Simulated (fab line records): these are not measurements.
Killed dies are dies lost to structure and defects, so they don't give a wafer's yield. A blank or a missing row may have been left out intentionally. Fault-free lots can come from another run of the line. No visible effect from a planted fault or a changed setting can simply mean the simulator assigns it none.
fab line records	flow gf180mcu
[record] lots = 5	wafers = 15	lastDay = 34
route steps=602 shown VT_IMPLANT@127 MVSD@136 NWELL@137 LVPWELL@138 MVPSD@139 DUAL_GATE@141
lots untouched by any fault: they come from a run of this same line in which no faults occurred
startH: start of the lot's first displayed wafer, in hours after the record's first day	waitH: hours elapsed since this lot's preceding step	" repeats the value in the row above	L1.1+2: a row that stands for several wafers	- either no value or no given start	* or withheld: withheld	< > ~ a bound
route shown NAME@n: names a module that has steps shown in the file, with the first one's number in the route	usual: mean and standard deviation over wafers with no fault	same: alike in all rows	chamber/n: place in a boat	sites: the reading at each site	_std_site: their standard deviation	_edge_site: inner sites' mean taken away from outer sites' mean	radiusMm: for every site, how far away it sits from the centre of the wafer	mask NAME#n: copy n	behind: the tool/chamber that last shaped the wafer	hold: reason for holding the lot/hours on hold/outcome of the hold	device: whichever transistor did not switch (one of n, p or np)	end of line: tests run on the same wafers once the route is complete	step lacking rows: just its recipe	killed: the dies lost at the first sort to structure and to defects; this is not the yield of the wafer	map: shows each die of a wafer: x if killed, . if not, _ if none is there
set.NAME: the setting the step ran with; set.NAME@STEP: the setting that earlier step ran with	model.NAME: the simulator's own value behind a step, which no gauge read
lots at selected steps of the route; one table per step, one row per wafer
services: from which hour (startH, from the record's first day; less than 0 if before it) a tool's chamber was out of use, for how many hours, and why
[[steps]]
[step GF_VT_IMPLANT_EXPOSE_37]
[recipe] maskId = Nwell_HV_AREA	targetCdNm = 860	na = 0.6	sourceShape = conventional	sigmaOuter = 0.6	doseMj = 140
[same] na = 0.6
lot.wafer	tool	chamber	startH	waitH	mask
L074.2+3+4	ilineStepper-01	0	-	-	Nwell_HV_AREA#0
L088.2+5+6	ilineStepper-01	0	-	-	Nwell_HV_AREA#0
L091.1+3+5	ilineStepper-02	0	-	-	Nwell_HV_AREA#0
L092.2+4+5	ilineStepper-02	0	-	-	Nwell_HV_AREA#0
L097.1+3+4	ilineStepper-02	0	-	-	Nwell_HV_AREA#0
[step GF_VT_IMPLANT_PEB_38]
[recipe] tempC = withheld	timeS = *	resist = NOVOLAK
lot.wafer	tool	chamber	startH	waitH
L074.2+3+4	lithoTrack-04	0	-	-
L088.2+5+6	lithoTrack-03	0	-	-
L091.1+3+5	lithoTrack-02	0	-	-
L092.2+4+5	lithoTrack-02	0	-	-
L097.1+3+4	lithoTrack-04	0	-	-
[step GF_VT_IMPLANT_DEVELOP_39]
[recipe] developTimeS = 60	devTempC = 23
[same] developTimeS = 60
lot.wafer	tool	chamber	startH	waitH
L074.2+3+4	lithoTrack-04	0	162.19	0.1
L088.2+5+6	lithoTrack-03	0	256.43	0.1
L091.1+3+5	lithoTrack-02	0	276.46	0.1
L092.2+4+5	lithoTrack-02	0	279.29	0.1
L097.1+3+4	lithoTrack-04	0	313.66	0.1
[step GF_VT_IMPLANT_OVL_MEAS_40]
[usual] VT_IMPLANT_03_OVL = 0.2/1.3
lot.wafer	tool	chamber	startH	waitH	VT_IMPLANT_03_OVL[nm]
L074.2	overlay-02	-	162.32	0.1	-1.4
L074.3	"	-	"	"	-1.9
L074.4	"	-	"	"	0.1
L088.2	overlay-01	-	256.56	0.1	0.7
L088.5	"	-	"	"	0.5
L088.6	"	-	"	"	-0.8
L091.1	overlay-01	-	276.61	0.1	1.3
L091.3	"	-	"	"	1.4
L091.5	"	-	"	"	1.1
L092.2	overlay-02	-	279.42	0.1	2.3
L092.4	"	-	"	"	1.9
L092.5	"	-	"	"	-0.7
L097.1	overlay-02	-	313.81	0.1	1.3
L097.3	"	-	"	"	3.6
L097.4	"	-	"	"	1.3
[step GF_VT_IMPLANT_IMPLANT_41]
[recipe] species = As	energyKev = 70	doseCm2 = 1.013e+12	tiltDeg = 7
lot.wafer	tool	chamber	startH	waitH
L074.2+3+4	implanter-04	0	162.38	0.0
L088.2+5+6	implanter-03	0	256.62	0.0
L091.1+3+5	implanter-04	0	276.65	0.0
L092.2+4+5	implanter-02	0	279.48	0.0
L097.1+3+4	implanter-03	0	313.85	0.0
[step GF_VT_IMPLANT_STRIP_42]
[recipe] chemistry = O2/N2	powerW = 1400	pressureMtorr = 1500	platenTempC = 250	o2FlowSccm = 3000	n2FlowSccm = 300	overashFraction = 0.5
[usual] drypumpMotorCurrentA = 5.9/0.37	heaterPowerW = 320/26	oesProductAu = 0.716/0.0045	stripTimeToEndpointS = 12.64/0.039
lot.wafer	tool	chamber	startH	waitH	drypumpMotorCurrentA	heaterPowerW	oesProductAu	rfHoursCounterH	stripTimeToEndpointS
L074.2	plasmaAsher-04	0	162.50	0.1	5.2	331	0.723	48	12.61
L074.3	"	0	"	"	5.2	325	0.721	-	12.67
L074.4	"	1	"	"	5.8	356	0.719	-	12.60
L088.2	plasmaAsher-04	1	256.74	0.1	5.7	355	0.714	58	12.68
L088.5	"	1	"	"	5.7	357	0.724	-	12.72
L088.6	"	0	"	"	5.2	332	0.714	-	12.66
L091.1	plasmaAsher-02	0	276.80	0.1	6.3	300	0.716	63	12.59
L091.3	"	0	"	"	6.3	303	0.719	-	12.63
L091.5	"	0	"	"	6.3	303	0.712	-	12.65
L092.2	plasmaAsher-02	0	279.60	0.1	6.3	298	0.719	63	12.69
L092.4	"	1	"	"	6.2	287	0.711	-	12.68
L092.5	"	0	"	"	6.3	305	0.718	-	12.70
L097.1	plasmaAsher-02	0	314.00	0.1	6.3	314	0.715	67	12.62
L097.3	"	0	"	"	6.2	305	0.722	-	12.60
L097.4	"	1	"	"	6.2	283	0.720	-	12.62
[step GF_VT_IMPLANT_TW_MEAS_43]
[usual] VT_IMPLANT_4_TW = 693/6.2
lot.wafer	tool	chamber	startH	waitH	VT_IMPLANT_4_TW
L074.2	filmMetro-03	-	162.61	0.1	685
L074.3	"	-	"	"	689
L074.4	"	-	"	"	689
L088.2	filmMetro-03	-	256.85	0.1	694
L088.5	"	-	"	"	695
L088.6	"	-	"	"	691
L091.1	filmMetro-02	-	276.90	0.1	680
L091.3	"	-	"	"	685
L091.5	"	-	"	"	682
L092.2	filmMetro-01	-	279.71	0.1	696
L092.4	"	-	"	"	692
L092.5	"	-	"	"	696
L097.1	filmMetro-01	-	314.10	0.1	701
L097.3	"	-	"	"	699
L097.4	"	-	"	"	703
[step GF_VT_IMPLANT_CLEAN_44]
[recipe] chemistry = SC1/SC2	mix = 1:4:20	tempC = 70	timeS = 150	dry = n2Spin
[usual] tempC = 70.00/0.13
lot.wafer	tool	chamber	startH	waitH	tempC
L074.2	wetBench-04	1	162.66	0.0	69.99
L074.3	"	1	"	"	70.15
L074.4	"	1	"	"	69.98
L088.2	wetBench-04	3	256.90	0.0	70.00
L088.5	"	3	"	"	70.09
L088.6	"	3	"	"	70.02
L091.1	wetBench-01	0	276.96	0.1	70.16
L091.3	"	0	"	"	70.03
L091.5	"	0	"	"	70.00
L092.2	wetBench-03	3	279.76	0.0	70.10
L092.4	"	3	"	"	70.12
L092.5	"	3	"	"	70.15
L097.1	wetBench-03	3	314.16	0.1	70.00
L097.3	"	3	"	"	69.95
L097.4	"	3	"	"	69.75
[step GF_VT_IMPLANT_RTA_45]
[recipe] tempC = 1050	timeS = 30	ambient = N2
[usual] lampPowerPct = 35.0/0.72	wafer_temp_C_max = 1055.0/1
lot.wafer	tool	chamber	startH	waitH	lampPowerPct	wafer_temp_C_max
L074.2	rtpAnneal-02	0	162.73	0.0	34.3	1054.4
L074.3	"	0	"	"	34.3	1053.8
L074.4	"	0	"	"	34.2	1055.4
L088.2	rtpAnneal-01	0	256.98	0.0	35.6	1052.7
L088.5	"	0	"	"	35.7	1053.9
L088.6	"	0	"	"	35.7	1053.7
L091.1	rtpAnneal-01	0	277.01	0.0	35.7	1054.4
L091.3	"	0	"	"	35.7	1054.3
L091.5	"	0	"	"	35.7	1054.0
L092.2	rtpAnneal-01	0	279.83	0.0	35.7	1054.3
L092.4	"	0	"	"	35.6	1055.2
L092.5	"	0	"	"	35.7	1053.7
L097.1	rtpAnneal-01	0	314.21	0.0	35.7	1054.3
L097.3	"	0	"	"	35.7	1053.1
L097.4	"	0	"	"	35.7	1054.4
[step GF_VT_IMPLANT_RS_MEAS_46]
[recipe] thkMeasGauge = four-point-probe
[usual] MVSD_RS = 456.9/1.3
lot.wafer	tool	chamber	startH	waitH	MVSD_RS[ohm/sq]
L074.2	filmMetro-02	-	162.84	0.1	456.9
L074.3	"	-	"	"	458.2
L074.4	"	-	"	"	457.6
L088.2	filmMetro-03	-	257.08	0.1	455.6
L088.5	"	-	"	"	456.5
L088.6	"	-	"	"	456.6
L091.1	filmMetro-02	-	277.11	0.1	455.1
L091.3	"	-	"	"	455.9
L091.5	"	-	"	"	456.4
L092.2	filmMetro-02	-	279.93	0.1	457.6
L092.4	"	-	"	"	457.4
L092.5	"	-	"	"	456.9
L097.1	filmMetro-02	-	314.31	0.1	457.1
L097.3	"	-	"	"	457.3
L097.4	"	-	"	"	456.9
[step GF_VT_IMPLANT_RS_MEAS_47]
[recipe] thkMeasGauge = four-point-probe
[usual] NWELL_RS = 488.3/1.4
lot.wafer	tool	chamber	startH	waitH	NWELL_RS[ohm/sq]
L074.2	filmMetro-02	-	162.96	0.1	490.1
L074.3	"	-	"	"	491.2
L074.4	"	-	"	"	490.6
L088.2	filmMetro-03	-	257.20	0.1	485.8
L088.5	"	-	"	"	486.6
L088.6	"	-	"	"	486.7
L091.1	filmMetro-02	-	277.23	0.1	487.5
L091.3	"	-	"	"	487.0
L091.5	"	-	"	"	487.4
L092.2	filmMetro-02	-	280.05	0.1	489.4
L092.4	"	-	"	"	490.1
L092.5	"	-	"	"	491.1
L097.1	filmMetro-02	-	314.43	0.1	487.3
L097.3	"	-	"	"	488.3
L097.4	"	-	"	"	488.1
[step GF_VT_IMPLANT_RS_MEAS_48]
[recipe] thkMeasGauge = four-point-probe
[usual] LVPWELL_RS = 1198/3.5
lot.wafer	tool	chamber	startH	waitH	LVPWELL_RS[ohm/sq]
L074.2	filmMetro-02	-	163.08	0.1	1198
L074.3	"	-	"	"	1197
L074.4	"	-	"	"	1204
L088.2	filmMetro-03	-	257.32	0.1	1194
L088.5	"	-	"	"	1194
L088.6	"	-	"	"	1195
L091.1	filmMetro-02	-	277.35	0.1	1194
L091.3	"	-	"	"	1194
L091.5	"	-	"	"	1195
L092.2	filmMetro-02	-	280.17	0.1	1205
L092.4	"	-	"	"	1199
L092.5	"	-	"	"	1202
L097.1	filmMetro-02	-	314.55	0.1	1201
L097.3	"	-	"	"	1202
L097.4	"	-	"	"	1199
[step GF_VT_IMPLANT_RS_MEAS_49]
[recipe] thkMeasGauge = four-point-probe
[usual] MVPSD_RS = 1169/3
lot.wafer	tool	chamber	startH	waitH	MVPSD_RS[ohm/sq]
L074.2	filmMetro-02	-	163.20	0.1	1171
L074.3	"	-	"	"	1172
L074.4	"	-	"	"	1170
L088.2	filmMetro-03	-	257.44	0.1	1170
L088.5	"	-	"	"	1168
L088.6	"	-	"	"	1168
L091.1	filmMetro-02	-	277.47	0.1	1170
L091.3	"	-	"	"	1166
L091.5	"	-	"	"	1167
L092.2	filmMetro-02	-	280.29	0.1	1172
L092.4	"	-	"	"	1171
L092.5	"	-	"	"	1168
L097.1	filmMetro-02	-	314.67	0.1	1171
L097.3	"	-	"	"	1176
L097.4	"	-	"	"	1174
[step GF_VT_IMPLANT_WET_ETCH_50]
[recipe] chemistry = dHF	targetDepthNm = 20	target = SiO2	tempC = 25	dilution = 100:1	timeS = 400
[usual] tempC = 25.03/0.11
lot.wafer	tool	chamber	startH	waitH	tempC
L074.2	wetBench-04	0	163.30	0.1	24.91
L074.3	"	0	"	"	25.00
L074.4	"	0	"	"	24.97
L088.2	wetBench-04	3	257.54	0.1	25.23
L088.5	"	3	"	"	25.01
L088.6	"	3	"	"	24.93
L091.1	wetBench-03	2	277.59	0.1	25.02
L091.3	"	2	"	"	24.96
L091.5	"	2	"	"	24.91
L092.2	wetBench-04	1	280.39	0.1	25.05
L092.4	"	1	"	"	25.03
L092.5	"	1	"	"	25.03
L097.1	wetBench-03	2	315.02	0.3	24.97
L097.3	"	2	"	"	24.91
L097.4	"	2	"	"	24.90
[step GF_DUAL_GATE_CLEAN_00]
[recipe] chemistry = SC1/SC2	mix = 1:4:20	tempC = 70	timeS = 150
[usual] tempC = 70.01/0.12
lot.wafer	tool	chamber	startH	waitH	tempC
L074.2	wetBench-01	2	163.43	0.0	69.90
L074.3	"	2	"	"	70.09
L074.4	"	2	"	"	69.98
L088.2	wetBench-01	2	257.68	0.0	70.11
L088.5	"	2	"	"	70.04
L088.6	"	2	"	"	70.05
L091.1	wetBench-04	0	277.73	0.0	69.91
L091.3	"	0	"	"	69.94
L091.5	"	0	"	"	70.21
L092.2	wetBench-03	0	280.52	0.0	69.92
L092.4	"	0	"	"	70.07
L092.5	"	0	"	"	69.97
L097.1	wetBench-03	0	315.13	0.0	70.07
L097.3	"	0	"	"	69.92
L097.4	"	0	"	"	69.99
[step GF_DUAL_GATE_CLEAN_01]
[recipe] chemistry = dHF	timeS = 20	dilution = 100:1	dry = ipaMarangoni
lot.wafer	tool	chamber	startH	waitH
L074.2+3+4	wetBench-04	0	163.49	0.0
L088.2+5+6	wetBench-04	0	257.73	0.0
L091.1+3+5	wetBench-01	3	277.79	0.0
L092.2+4+5	wetBench-01	2	280.58	0.0
L097.1+3+4	wetBench-03	2	315.18	0.0
[step GF_DUAL_GATE_OXIDATION_02]
[recipe] tempC = 900	ambient = O2	stabiliseS = 600	purgeS = 300	targetThkA = 108.87	oxTimeS = 1602
[usual] spikeTcCentreC = 900.6/1.1	spikeTcTopC = 913.4/2.4	zonePowerBottomPct = 28.9/0.92
[same] stabiliseS = 600
lot.wafer	tool	chamber	startH	waitH	spikeTcCentreC	spikeTcTopC	zonePowerBottomPct
L074.2	furnace-02	0	163.50	0.0	899.4	911.0	27.6
L074.3	"	0	"	"	902.1	911.4	28.1
L074.4	"	0	"	"	900.5	911.0	28.1
L088.2	furnace-01	0	257.75	0.0	900.2	915.2	29.5
L088.5	"	0	"	"	900.4	916.7	29.9
L088.6	"	0	"	"	897.6	914.0	29.8
L091.1	furnace-01	0	278.29	0.5	900.2	914.6	29.6
L091.3	"	0	"	"	900.8	916.7	30.0
L091.5	"	0	"	"	901.7	915.4	29.9
L092.2	furnace-01	0	281.29	0.7	901.1	914.8	29.4
L092.4	"	0	"	"	899.8	916.7	30.0
L092.5	"	0	"	"	900.7	917.7	29.4
L097.1	furnace-02	0	315.31	0.1	899.5	912.5	27.8
L097.3	"	0	"	"	901.6	909.5	28.2
L097.4	"	0	"	"	898.5	911.0	28.6
[step GF_DUAL_GATE_THK_MEAS_03]
[recipe] reads = SiO2_of_DUAL_GATE_OXIDATION_02
[usual] DUAL_GATE_OXIDATION_00_THK = 10.96/0.2
lot.wafer	tool	chamber	startH	waitH	DUAL_GATE_OXIDATION_00_THK[nm]
L074.2	filmMetro-01	-	164.96	0.0	10.78
L074.3	"	-	"	"	10.88
L074.4	"	-	"	"	10.89
L088.2	filmMetro-04	-	259.21	0.0	10.89
L088.5	"	-	"	"	10.95
L088.6	"	-	"	"	10.90
L091.1	filmMetro-01	-	279.76	0.0	10.83
L091.3	"	-	"	"	10.84
L091.5	"	-	"	"	10.80
L092.2	filmMetro-01	-	282.74	0.0	10.59
L092.4	"	-	"	"	10.73
L092.5	"	-	"	"	10.87
L097.1	filmMetro-01	-	316.76	0.0	11.19
L097.3	"	-	"	"	11.12
L097.4	"	-	"	"	11.28
[step GF_DUAL_GATE_DEHYDRATE_04]
[recipe] tempC = 200	timeS = 60
[usual] plateTempC = 199.97/0.16
lot.wafer	tool	chamber	startH	waitH	plateTempC
L074.2	lithoTrack-02	0	172.09	7.1	199.89
L074.3	"	0	"	"	200.03
L074.4	"	0	"	"	199.92
L088.2	lithoTrack-02	0	268.39	9.2	200.07
L088.5	"	0	"	"	199.97
L088.6	"	0	"	"	200.15
L091.1	lithoTrack-01	0	288.94	9.2	199.79
L091.3	"	0	"	"	199.78
L091.5	"	0	"	"	199.65
L092.2	lithoTrack-01	0	292.56	9.8	200.15
L092.4	"	0	"	"	199.75
L092.5	"	0	"	"	200.20
L097.1	lithoTrack-03	0	326.46	9.7	199.83
L097.3	"	0	"	"	199.89
L097.4	"	0	"	"	199.84
[step GF_DUAL_GATE_HMDS_05]
[recipe] primeTimeS = 60	primeTempC = 120
lot.wafer	tool	chamber	startH	waitH
L074.2+3+4	lithoTrack-02	0	172.24	0.1
L088.2+5+6	lithoTrack-02	0	268.54	0.1
L091.1+3+5	lithoTrack-01	0	289.09	0.1
L092.2+4+5	lithoTrack-01	0	292.71	0.1
L097.1+3+4	lithoTrack-03	0	326.61	0.1
[step GF_DUAL_GATE_COAT_06]
[recipe] resist = NOVOLAK	spinRpm = 3000	resistThkNm = 1000
lot.wafer	tool	chamber	startH	waitH
L074.2+3+4	lithoTrack-02	0	172.39	0.1
L088.2+5+6	lithoTrack-02	0	268.69	0.1
L091.1+3+5	lithoTrack-01	0	289.24	0.1
L092.2+4+5	lithoTrack-01	0	292.86	0.1
L097.1+3+4	lithoTrack-03	0	326.76	0.1
[step GF_DUAL_GATE_SOFTBAKE_07]
[recipe] tempC = 90	timeS = 60	resist = NOVOLAK
[usual] plateTempC = 89.99/0.12
lot.wafer	tool	chamber	startH	waitH	plateTempC
L074.2	lithoTrack-02	0	172.54	0.1	90.00
L074.3	"	0	"	"	90.14
L074.4	"	0	"	"	90.05
L088.2	lithoTrack-02	0	268.84	0.1	89.81
L088.5	"	0	"	"	90.08
L088.6	"	0	"	"	89.87
L091.1	lithoTrack-01	0	289.39	0.1	89.93
L091.3	"	0	"	"	89.75
L091.5	"	0	"	"	89.91
L092.2	lithoTrack-01	0	293.01	0.1	89.93
L092.4	"	0	"	"	90.04
L092.5	"	0	"	"	90.03
L097.1	lithoTrack-03	0	326.91	0.1	89.92
L097.3	"	0	"	"	90.05
L097.4	"	0	"	"	90.09
[step GF_DUAL_GATE_EXPOSE_08]
[recipe] maskId = Dualgate	targetCdNm = 700	na = 0.6	sourceShape = conventional	sigmaOuter = 0.6	doseMj = 140
[same] na = 0.6
lot.wafer	tool	chamber	startH	waitH	mask
L074.2+3+4	ilineStepper-02	0	-	-	Dualgate#0
L088.2+5+6	ilineStepper-02	0	-	-	Dualgate#0
L091.1+3+5	ilineStepper-02	0	-	-	Dualgate#0
L092.2+4+5	ilineStepper-01	0	-	-	Dualgate#0
L097.1+3+4	ilineStepper-02	0	-	-	Dualgate#0
[step GF_DUAL_GATE_PEB_09]
[recipe] tempC = withheld	timeS = *	resist = NOVOLAK
lot.wafer	tool	chamber	startH	waitH
L074.2+3+4	lithoTrack-01	0	-	-
L088.2+5+6	lithoTrack-02	0	-	-
L091.1+3+5	lithoTrack-03	0	-	-
L092.2+4+5	lithoTrack-03	0	-	-
L097.1+3+4	lithoTrack-03	0	-	-
[step GF_DUAL_GATE_DEVELOP_10]
[recipe] developTimeS = 60	devTempC = 23
[same] developTimeS = 60
lot.wafer	tool	chamber	startH	waitH
L074.2+3+4	lithoTrack-01	0	180.51	0.1
L088.2+5+6	lithoTrack-02	0	278.39	0.1
L091.1+3+5	lithoTrack-03	0	298.91	0.1
L092.2+4+5	lithoTrack-03	0	302.93	0.1
L097.1+3+4	lithoTrack-03	0	337.71	0.1
[step GF_DUAL_GATE_OVL_MEAS_11]
[usual] DUAL_GATE_OVL = -0.3/1.2
lot.wafer	tool	chamber	startH	waitH	DUAL_GATE_OVL[nm]
L074.2	overlay-01	-	180.64	0.1	-0.8
L074.3	"	-	"	"	1.1
L074.4	"	-	"	"	-0.3
L088.2	overlay-01	-	278.52	0.1	-2.4
L088.5	"	-	"	"	-1.2
L088.6	"	-	"	"	-1.6
L091.1	overlay-02	-	299.06	0.1	-0.2
L091.3	"	-	"	"	-2.0
L091.5	"	-	"	"	-0.8
L092.2	overlay-02	-	303.06	0.1	-2.4
L092.4	"	-	"	"	0.9
L092.5	"	-	"	"	-0.9
L097.1	overlay-02	-	337.86	0.1	0.2
L097.3	"	-	"	"	0.9
L097.4	"	-	"	"	1.5
[step GF_DUAL_GATE_WET_ETCH_12]
[recipe] chemistry = dHF	targetDepthNm = 13	dry = n2Spin	target = SiO2	tempC = 25	dilution = 100:1	timeS = 260
[usual] tempC = 24.99/0.11
lot.wafer	tool	chamber	startH	waitH	tempC
L074.2	wetBench-01	1	180.67	0.0	24.92
L074.3	"	1	"	"	24.95
L074.4	"	1	"	"	24.95
L088.2	wetBench-03	2	278.55	0.0	25.18
L088.5	"	2	"	"	25.22
L088.6	"	2	"	"	25.08
L091.1	wetBench-04	2	299.09	0.0	24.91
L091.3	"	2	"	"	25.00
L091.5	"	2	"	"	24.93
L092.2	wetBench-04	0	303.09	0.0	25.17
L092.4	"	0	"	"	25.08
L092.5	"	0	"	"	25.07
L097.1	wetBench-04	1	337.89	0.0	25.09
L097.3	"	1	"	"	25.00
L097.4	"	1	"	"	25.09
[step GF_DUAL_GATE_STRIP_13]
[recipe] chemistry = O2/N2	powerW = 1400	pressureMtorr = 1500	platenTempC = 250	o2FlowSccm = 3000	n2FlowSccm = 300	overashFraction = 0.5
[usual] drypumpMotorCurrentA = 5.8/0.46	heaterPowerW = 324/25	oesProductAu = 0.715/0.0049	stripTimeToEndpointS = 12.66/0.034
lot.wafer	tool	chamber	startH	waitH	drypumpMotorCurrentA	heaterPowerW	oesProductAu	rfHoursCounterH	stripTimeToEndpointS
L074.2	plasmaAsher-03	0	180.76	0.0	5.9	330	0.719	6	12.62
L074.3	"	1	"	"	5.6	352	0.714	-	12.61
L074.4	"	0	"	"	5.9	330	0.710	-	12.60
L088.2	plasmaAsher-02	1	278.64	0.0	6.2	286	0.721	63	12.65
L088.5	"	0	"	"	6.3	305	0.714	-	12.69
L088.6	"	1	"	"	6.3	281	0.718	-	12.69
L091.1	plasmaAsher-01	1	299.18	0.0	5.7	360	0.712	52	12.67
L091.3	"	0	"	"	5.0	329	0.718	-	12.58
L091.5	"	1	"	"	5.7	351	0.724	-	12.64
L092.2	plasmaAsher-03	0	303.18	0.0	5.9	330	0.722	20	12.64
L092.4	"	0	"	"	5.9	335	0.717	-	12.64
L092.5	"	1	"	"	5.6	351	0.713	-	12.68
L097.1	plasmaAsher-02	1	337.98	0.0	6.2	287	0.716	69	12.65
L097.3	"	0	"	"	6.2	304	0.718	-	12.68
L097.4	"	1	"	"	6.2	292	0.716	-	12.68
[step GF_DUAL_GATE_CLEAN_14]
[recipe] chemistry = SC1/SC2	mix = 1:4:20	tempC = 70	timeS = 150	dry = n2Spin
[usual] tempC = 70.02/0.13
lot.wafer	tool	chamber	startH	waitH	tempC
L074.2	wetBench-03	2	180.86	0.1	69.93
L074.3	"	2	"	"	70.04
L074.4	"	2	"	"	69.92
L088.2	wetBench-01	2	278.74	0.1	69.98
L088.5	"	2	"	"	69.84
L088.6	"	2	"	"	69.81
L091.1	wetBench-03	0	299.28	0.1	69.93
L091.3	"	0	"	"	69.77
L091.5	"	0	"	"	70.05
L092.2	wetBench-01	2	303.28	0.1	70.03
L092.4	"	2	"	"	69.91
L092.5	"	2	"	"	70.12
L097.1	wetBench-01	0	338.08	0.1	69.77
L097.3	"	0	"	"	69.88
L097.4	"	0	"	"	69.84
[step GF_DUAL_GATE_OXIDATION_15]
[recipe] tempC = 850	ambient = O2	stabiliseS = 600	purgeS = 300	targetThkA = 70.98	oxTimeS = 1995
[usual] spikeTcCentreC = 850.5/0.92	spikeTcTopC = 864.9/2.4	zonePowerBottomPct = 25.8/0.77
[same] stabiliseS = 600
lot.wafer	tool	chamber	startH	waitH	spikeTcCentreC	spikeTcTopC	zonePowerBottomPct
L074.2	furnace-01	0	181.51	0.6	851.5	867.8	26.2
L074.3	"	0	"	"	852.1	867.4	26.6
L074.4	"	0	"	"	849.6	865.5	26.6
L088.2	furnace-01	0	279.74	0.9	850.5	866.8	26.3
L088.5	"	0	"	"	850.4	866.4	26.4
L088.6	"	0	"	"	850.9	866.3	26.4
L091.1	furnace-01	0	299.33	0.0	850.9	866.0	26.6
L091.3	"	0	"	"	850.6	866.7	26.1
L091.5	"	0	"	"	850.9	866.2	26.4
L092.2	furnace-02	0	304.97	1.6	850.5	862.7	24.9
L092.4	"	0	"	"	849.4	860.9	24.9
L092.5	"	0	"	"	850.3	860.4	25.0
L097.1	furnace-01	0	338.52	0.4	850.0	867.1	26.2
L097.3	"	0	"	"	851.5	866.1	26.9
L097.4	"	0	"	"	850.9	865.8	26.6
[[services]]
tool	chamber	startH	hours	kind
implanter-02	-	132.97	6.3	repair
furnace-01	-	138.99	2.8	pm
implanter-02	-	141.35	5.8	repair
ilineStepper-01	-	142.11	1.7	pm
ilineStepper-01	-	145.40	3.7	repair
furnace-01	-	162.64	3.1	pm
ilineStepper-01	-	166.01	2.1	pm
furnace-01	-	171.68	2.4	pm
implanter-04	-	172.12	1.2	repair
implanter-02	-	174.64	2.6	pm
ilineStepper-02	-	176.67	3.1	repair
lithoTrack-03	-	200.44	-	consumableReplace:filter
implanter-03	-	222.23	0.8	repair
plasmaAsher-02	-	239.76	0.4	repair
plasmaAsher-04	-	254.93	1.7	repair
implanter-02	-	259.16	1.0	repair
implanter-02	-	263.10	3.2	pm
furnace-02	-	268.09	10.3	repair
implanter-03	-	280.46	1.6	repair
ilineStepper-02	-	296.81	1.7	pm
implanter-03	-	307.65	5.9	repair
ilineStepper-01	-	307.66	4.1	repair
wetBench-01	-	313.73	2.1	repair
rtpAnneal-02	-	319.46	64.5	pm
[[key]]
fault none
